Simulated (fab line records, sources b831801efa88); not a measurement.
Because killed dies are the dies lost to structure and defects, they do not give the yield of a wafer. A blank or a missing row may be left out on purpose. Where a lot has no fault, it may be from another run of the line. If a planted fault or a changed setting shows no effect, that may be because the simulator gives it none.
A struck lot beside a sound one | flow sky130 | 18 steps out of a route of 708
Sound: these wafers, L867.1, L867.2, L867.4. Wafers L879.1, L879.4, L879.5 were the ones struck. The cause is given at the end.
Per side, at each step with rows, come the tool, then ch with its chambers, and then its first start. Under that, the readings that differ: sound wafers | struck wafers | difference of the means | sigmas: that difference in standard deviations of wafers without a fault.
alike: readings whose means differ by less than 2 such deviations, and words and numbers that are the same on both sides. not compared: withheld readings, readings that some wafer has no value for, bounds like >300 that may hide the same value, and numbers for which the record gives no deviation and whose values overlap.
Wherever a step has rows on one side only, a row that says differs or no value, or a row with sigmas, the two part there. Numbers that don't overlap but have no deviation are shown without sigmas and don't part them. A reading that every wafer of one side lacks parts them only if that side has two wafers or more.

first, 1 step without rows for these wafers: SKY_VT_ADJUST_HVTP_DEVELOP_06 (develop time 62.02 s).
SKY_VT_ADJUST_HVTP_CD_MEAS_07: the cd target is 380 nm.
  sound: cd sem-01 at day 7 19:58; struck: cd sem-02 at day 11 01:29
  alike: cd nm
SKY_VT_ADJUST_HVTP_OVL_MEAS_08:
  sound: overlay-02 at day 7 20:05; struck: overlay-02 at day 11 01:36
  alike: VT_ADJUST_HVTP_OVL
next, for these wafers, 1 step has no rows: SKY_VT_ADJUST_HVTP_IMPLANT_09.
SKY_VT_ADJUST_HVTP_STRIP_10: strips in O2/N2.
  sound on plasma asher-04 ch 0,1, day 7 20:16; struck on plasma asher-01 ch 0,1, day 11 01:47
  alike: drypump motor current A, o2 flow sccm, oes product au, strip time to endpoint s
  not compared: rf hours counter h
SKY_VT_ADJUST_HVTP_TW_MEAS_11:
  sound: film metro-01 at day 7 20:22; struck: film metro-01 at day 11 01:53
  alike: VT_ADJUST_HVTP_TW
then, 6 steps without rows for these wafers: SKY_VT_ADJUST_LVTN_DEHYDRATE_00 (time 60 s); SKY_VT_ADJUST_LVTN_HMDS_01 (prime time 60 s); SKY_VT_ADJUST_LVTN_COAT_02 (resist thk 3000 nm); SKY_VT_ADJUST_LVTN_SOFTBAKE_03; SKY_VT_ADJUST_LVTN_EXPOSE_04 (exposes mask NWM COMPLEMENT LESS NATIVE, target cd 840 nm); SKY_VT_ADJUST_LVTN_PEB_05.
SKY_VT_ADJUST_LVTN_DEVELOP_06: develop time 60 s.
  sound on litho track-04 ch 0, day 8 16:00; struck on litho track-04 ch 0, day 12 01:00
SKY_VT_ADJUST_LVTN_OVL_MEAS_07:
  sound: overlay-02 at day 8 16:22; struck: overlay-01 at day 12 01:46
  reading                 | sound       | struck | difference                    | sigmas
  VT_ADJUST_LVTN_OVL (nm) | 2.4 2.0 0.8 | - - -  | no value on the struck wafers |
next, for these wafers, 1 step has no rows: SKY_VT_ADJUST_LVTN_IMPLANT_08.
SKY_VT_ADJUST_LVTN_STRIP_09: strips in O2/N2.
  sound on plasma asher-02 ch 0,1, day 8 16:33; struck on plasma asher-03 ch 0,1, day 12 01:57
  reading                      | sound             | struck            | difference | sigmas
  strip time to endpoint s (s) | 36.77 36.62 36.89 | 36.85 37.01 37.03 | +0.20      | +2
  alike: drypump motor current A, o2 flow sccm, oes product au
  not compared: rf hours counter h
SKY_VT_ADJUST_LVTN_TW_MEAS_10:
  sound: film metro-03 at day 8 16:39; struck: film metro-01 at day 12 02:03
  reading           | sound             | struck         | difference | sigmas
  VT_ADJUST_LVTN_TW | 246.5 247.5 246.4 | 30.4 30.3 30.4 | -216.4     | -90
then, 1 step without rows for these wafers: SKY_VT_ADJUST_LVTN_DEHYDRATE_11 (time 60 s).

WHERE THEY PART
At SKY_VT_ADJUST_LVTN_OVL_MEAS_07 first; at SKY_VT_ADJUST_LVTN_TW_MEAS_10 last (within this record only).

WHY: what the simulator had put in
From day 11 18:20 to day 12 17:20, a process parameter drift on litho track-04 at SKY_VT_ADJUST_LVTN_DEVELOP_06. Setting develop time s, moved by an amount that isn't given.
